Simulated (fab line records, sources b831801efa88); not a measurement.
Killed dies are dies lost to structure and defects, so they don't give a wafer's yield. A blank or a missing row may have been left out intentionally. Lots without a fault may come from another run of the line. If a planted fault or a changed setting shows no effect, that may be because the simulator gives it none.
Struck lot and sound lot, side by side	flow sky130	15 out of 708 route steps
Sound: wafers L738.1, L738.5, L738.6. Wafers struck: L745.1, L745.4, L745.5. Last of all comes the cause.
Order at every step that has rows: each side's tool, ch and its chambers, its first start. Under that, the readings that differ: sound wafers	struck wafers	difference of the means	sigmas: that difference in standard deviations of wafers without a fault.
alike: readings whose means differ by less than 2 such deviations, and words and numbers that are the same on both sides. not compared: withheld readings, readings that some wafer has no value for, bounds like >300 that may hide the same value, and numbers for which the record gives no deviation and whose values overlap.
A row with sigmas, a row that says differs or no value, or rows on one side alone: a step with any of these is where the two part. Non-overlapping numbers with no deviation appear without sigmas and do not part them. A reading missing from all wafers of one side parts the sides only when that side holds two or more wafers.

SKY_LDD_HVP_TW_MEAS_10:
  sound: film-metro-03 at day 23 19:11; struck: film-metro-01 at day 25 19:26
  alike: LDD_HVP_TW
then, 7 steps without rows for these wafers: SKY_LDD_LDN_DEHYDRATE_00 (time 60 s); SKY_LDD_LDN_HMDS_01 (prime time 60 s); SKY_LDD_LDN_COAT_02 (resist thk 1140 nm); SKY_LDD_LDN_SOFTBAKE_03 (time 60 s); SKY_LDD_LDN_EXPOSE_04 (exposes mask LDNTM, target cd 700 nm); SKY_LDD_LDN_PEB_05; SKY_LDD_LDN_DEVELOP_06 (develop time 60 s).
SKY_LDD_LDN_OVL_MEAS_07:
  sound: overlay-01 at day 25 00:33; struck: overlay-02 at day 27 01:22
  alike: LDD_LDN_OVL
then, 3 steps without rows for these wafers: SKY_LDD_LDN_IMPLANT_08; SKY_LDD_LDN_IMPLANT_09; SKY_LDD_LDN_IMPLANT_10.
SKY_LDD_LDN_IMPLANT_11:
  sound on implanter-01 ch 0, day 25 01:02; struck on implanter-01 ch 0, day 27 01:51
reading	sound	struck	difference	sigmas
dose-ions-cm2	1.2507e+13 1.2517e+13 1.2513e+13	8.861e+12 8.871e+12 8.86e+12	-3.648e+12	-99 or more
faraday-current-uA	71.4 72.3 72.6	49.7 49.8 50.4	-22.1	-15
  alike: rotation-deg
SKY_LDD_LDN_STRIP_12: strips in O2/N2.
  sound on plasma-asher-01 ch 0,1, day 25 01:11; struck on plasma-asher-03 ch 0,1, day 27 02:00
  alike: drypump-motor-current-A, n2-flow-sccm, oes-product-au, strip-time-to-endpoint-s
  not compared: rf-hours-counter-h
-- record jumps: 22 days separate the struck wafers' starts on either side; left off in module LDD_LDN, taken up again in module PAD_OPEN, whose first shown step is the route's number 708 --
SKY_PAD_OPEN_PROBE_99:
  sound: prober-01 at day 47 10:42; struck: prober-01 at day 48 16:35
  alike: killed_at_M0_to_M3, killed_at_M4_up, killed-at-contacts, killed-at-front-end, killed-at-other, killed-dies, killed-open, killed-short
  not compared: model.etest.tip-sonos.rs-ohm-sq

WHERE THEY PART
At SKY_LDD_LDN_IMPLANT_11 and nowhere else, as far as this record goes. Later steps at which nothing parts them and some readings are alike: SKY_LDD_LDN_STRIP_12, SKY_PAD_OPEN_PROBE_99.

WHY: whatever the simulator had introduced
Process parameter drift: implanter-01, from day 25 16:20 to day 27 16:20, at SKY_LDD_LDN_IMPLANT_11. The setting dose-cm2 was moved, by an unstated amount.
